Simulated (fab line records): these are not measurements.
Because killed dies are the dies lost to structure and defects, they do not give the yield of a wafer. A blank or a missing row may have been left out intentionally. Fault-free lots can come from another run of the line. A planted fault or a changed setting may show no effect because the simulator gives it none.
Struck lot and sound lot, side by side / flow gf180mcu / 17 steps out of a route of 602
Sound: wafers L172.3, L172.5, L172.6. The struck wafers were L171.2, L171.6. The cause comes at the end.
Order at every step that has rows: each side's tool, ch and its chambers, its first start. Under that, the readings that differ: sound wafers / struck wafers / difference of the means / sigmas: that difference in standard deviations of wafers without a fault.
alike: readings with means less than 2 such deviations apart, plus words and numbers identical on both sides. not compared: withheld readings, readings lacking a value on some wafer, bounds such as >300 that could conceal the same value, and numbers that have no deviation in the record and whose values overlap.
Wherever a step has rows on one side only, a row that says differs or no value, or a row with sigmas, the two part there. Numbers that have no deviation but don't overlap get no sigmas and don't part them. A reading missing from all wafers of one side parts the sides only when that side holds two or more wafers.

first, 2 steps without rows for these wafers: GF_CONTACT_PEB_12 (peb time 90 s); GF_CONTACT_DEVELOP_13 (develop time 60 s).
GF_CONTACT_CD_MEAS_14 targets a cd of 220 nm.
  sound on cd_sem-02, day 23 19:36; struck on cd_sem-02, day 23 13:21
  alike: cd_nm
GF_CONTACT_OVL_MEAS_15:
  sound on overlay-01, day 23 19:41; struck on overlay-02, day 23 13:27
  alike: CONTACT_OVL
GF_CONTACT_ETCH_16: etches BARC in N2/H2.
  sound on rie_diel-04 ch 0,1, day 23 19:44; struck on rie_diel-01 ch 0,3, day 23 13:29
  alike: chamber_pressure_mTorr, drypump_motor_current_A, oes_product_au, throttle_valve_pct
GF_CONTACT_ETCH_17: etches SiO2 in C4F8/O2/Ar, stops on CoSi2, target depth 860 nm.
  sound: rie_diel-04 ch 0,1; struck: rie_diel-01 ch 0,3
  alike: chamber_pressure_mTorr, oes_product_au
then, 4 steps without rows for these wafers: GF_CONTACT_STRIP_18 (strips in O2/N2); GF_CONTACT_CLEAN_19 (cleans in SPM); GF_CONTACT_CLEAN_20 (cleans in DIW); GF_CONTACT_CLEAN_21 (cleans in dHF, time 20 s).
GF_CONTACT_SPUTTER_22: material Ti, target thk 15 nm, time 80.02 s.
  sound on pvd_sputter-01, day 23 20:16; struck on pvd_sputter-02, day 23 13:57
  alike: cathode_dc_power_W, throttle_valve_pct
GF_CONTACT_SPUTTER_23: material TiN, target thk 10 nm, time 40 s.
  sound on pvd_sputter-01, day 23 20:19; struck on pvd_sputter-02, day 23 14:01
  alike: cathode_dc_power_W, throttle_valve_pct
GF_CONTACT_CVD_24: deposits W, target thk 300 nm, time 90.339 s.
  sound on cvd_w-02 ch 0,1, day 23 20:23; struck on cvd_w-01 ch 0,1, day 23 14:03
reading=model.W_of_CONTACT_CVD_24.thk_nm (nm); sound=299.5 297.3 302.8; struck=272.4 277.9; difference=-24.7; sigmas=
  alike: chamber_pressure_Torr, heater_power_w
GF_CONTACT_RS_MEAS_25: the measuring method here is four-point-probe.
  sound on film_metro-03, day 23 20:30; struck on film_metro-04, day 23 14:10
reading=CONTACT_W_RS (ohm/sq); sound=0.382 0.385 0.379; struck=0.421 0.414; difference=+0.035; sigmas=+7
GF_CONTACT_THK_MEAS_26: measures by xrf.
  sound on film_metro-03, day 23 20:36; struck on film_metro-04, day 23 14:17
reading=CONTACT_W_THK (nm); sound=295 295 300; struck=270 275; difference=-24; sigmas=-6
GF_CONTACT_CMP_27: polishes, stops on SiO2, t overpolish 15 s, target thk 0 nm.
  sound on cmp-01 ch 0,3, day 23 20:38; struck on cmp-02 ch 1,2, day 23 14:23
  alike: head_pressure_psi, motor_current_A, platen_rpm
after that, 1 step had no rows for these wafers: GF_PASSIVATION_PROBE_99.

== WHERE THEY PART ==
Last at GF_CONTACT_THK_MEAS_26 as far as this record goes, first at GF_CONTACT_RS_MEAS_25. Later steps at which nothing parts them and some readings are alike: GF_CONTACT_CMP_27.

WHY: the cause the simulator had injected
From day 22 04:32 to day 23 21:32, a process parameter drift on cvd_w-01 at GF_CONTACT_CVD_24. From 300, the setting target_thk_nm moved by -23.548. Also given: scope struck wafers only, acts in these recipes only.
